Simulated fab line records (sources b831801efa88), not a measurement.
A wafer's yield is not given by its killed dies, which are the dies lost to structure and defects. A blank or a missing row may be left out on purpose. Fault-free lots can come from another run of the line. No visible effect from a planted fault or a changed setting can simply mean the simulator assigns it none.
A lot that was struck, set against a sound lot -- flow sfq_line -- 14 out of 325 route steps
Sound: the wafers L749.1, L749.3, L749.5. Wafers struck: L764.4, L764.5, L764.6. The cause is given at the end.
Each step with rows lists, per side, the tool, then ch with its chambers, then its first start. Under that, the readings that differ: sound wafers -- struck wafers -- difference of the means -- sigmas: that difference in standard deviations of wafers without a fault.
alike: readings with means less than 2 such deviations apart, plus words and numbers identical on both sides. not compared: withheld readings, readings lacking a value on some wafer, bounds such as >300 that could conceal the same value, and numbers that have no deviation in the record and whose values overlap.
Wherever a step has rows on one side only, a row that says differs or no value, or a row with sigmas, the two part there. Numbers that don't overlap but have no deviation are shown without sigmas and don't part them. Lack of a reading on every wafer of one side parts them only where that side has two or more wafers.

SFQ_TRILAYER_I2_DEP_PECVD_063: deposits SiO2 from SiH4/N2O, time 111.11 s, target thk 500 nm.
  sound on pecvd-02 ch 0,1,2, day 20 16:04; struck on pecvd-04 ch 0,1,2, day 26 06:57
reading,sound,struck,difference,sigmas
throttle_valve_pct (%),26.7 25.9 26.1,24.6 23.4 23.4,-2.4,-2
  alike: heater_power_w
SFQ_TRILAYER_I2_CMP_CMP_064: polishes SiO2.
  sound on cmp-01 ch 1,2, day 20 16:48; struck on cmp-01 ch 0,3, day 26 14:29
  alike: motor_current_A, slurry_flow_ml_min, time_to_endpoint_s
SFQ_I2_BOW_MEAS_917:
  sound: film_metro-04 at day 20 19:48; struck: film_metro-02 at day 26 17:02
  alike: I2_BOW
SFQ_TRILAYER_I2_METRO_MEASURE_065:
  sound: film_metro-04 at day 20 19:55; struck: film_metro-02 at day 26 17:42
  alike: thk_nm
then, 6 steps without rows for these wafers: SFQ_TRILAYER_I2_VIA_LITHO_COAT_072 (resist thk 62 nm); SFQ_TRILAYER_I2_VIA_LITHO_COAT_067 (resist thk 650 nm); SFQ_TRILAYER_I2_VIA_LITHO_SOFTBAKE_071; SFQ_TRILAYER_I2_VIA_LITHO_EXPOSE_068 (exposes mask I2, target cd 500 nm); SFQ_TRILAYER_I2_VIA_LITHO_PEB_070 (peb time 60 s); SFQ_TRILAYER_I2_VIA_LITHO_DEVELOP_069 (time 60 s).
-- the record jumps here: 3 days lie between the struck wafers' starts before and after --
SFQ_I2_OVL_MEAS_918:
  sound: overlay-02 at day 23 12:40; struck: overlay-02 at day 29 22:03
  alike: I2_OVL
SFQ_TRILAYER_I2_VIA_BARC_OPEN_VIA_ETCH_096: etches BARC in O2, target depth 125 nm, time 41.7 s.
  sound on rie_diel-01 ch 0,1,3, day 23 12:41; struck on rie_diel-01 ch 0,2,3, day 29 22:04
  alike: bias_w, drypump_motor_current_A, oes_product_au
  not compared: rf_hours_counter_h
SFQ_TRILAYER_I2_VIA_ETCH_VIA_ETCH_070: etches SiO2 in CHF3, stops on Nb, target depth 260 nm.
  sound on rie_diel-01 ch 0,1,3, day 23 12:44; struck on rie_diel-01 ch 0,2,3, day 29 22:07
reading,sound,struck,difference,sigmas
bias_w (W),80.39 79.85 80.31,76.53 76.14 76.73,-3.72,-15
  alike: drypump_motor_current_A, oes_product_au
SFQ_TRILAYER_I2_VIA_STRIP_STRIP_071: strips in O2.
  sound on rie_metal-01 ch 0,1, day 23 12:50; struck on rie_metal-01 ch 0,1, day 29 22:25
  alike: drypump_motor_current_A, oes_product_au
  not compared: rf_hours_counter_h

== WHERE THEY PART ==
At SFQ_TRILAYER_I2_DEP_PECVD_063 first; at SFQ_TRILAYER_I2_VIA_ETCH_VIA_ETCH_070 last (within this record only). Later steps at which nothing parts them and some readings are alike: SFQ_TRILAYER_I2_VIA_STRIP_STRIP_071.

WHY: what had been put in by the simulator
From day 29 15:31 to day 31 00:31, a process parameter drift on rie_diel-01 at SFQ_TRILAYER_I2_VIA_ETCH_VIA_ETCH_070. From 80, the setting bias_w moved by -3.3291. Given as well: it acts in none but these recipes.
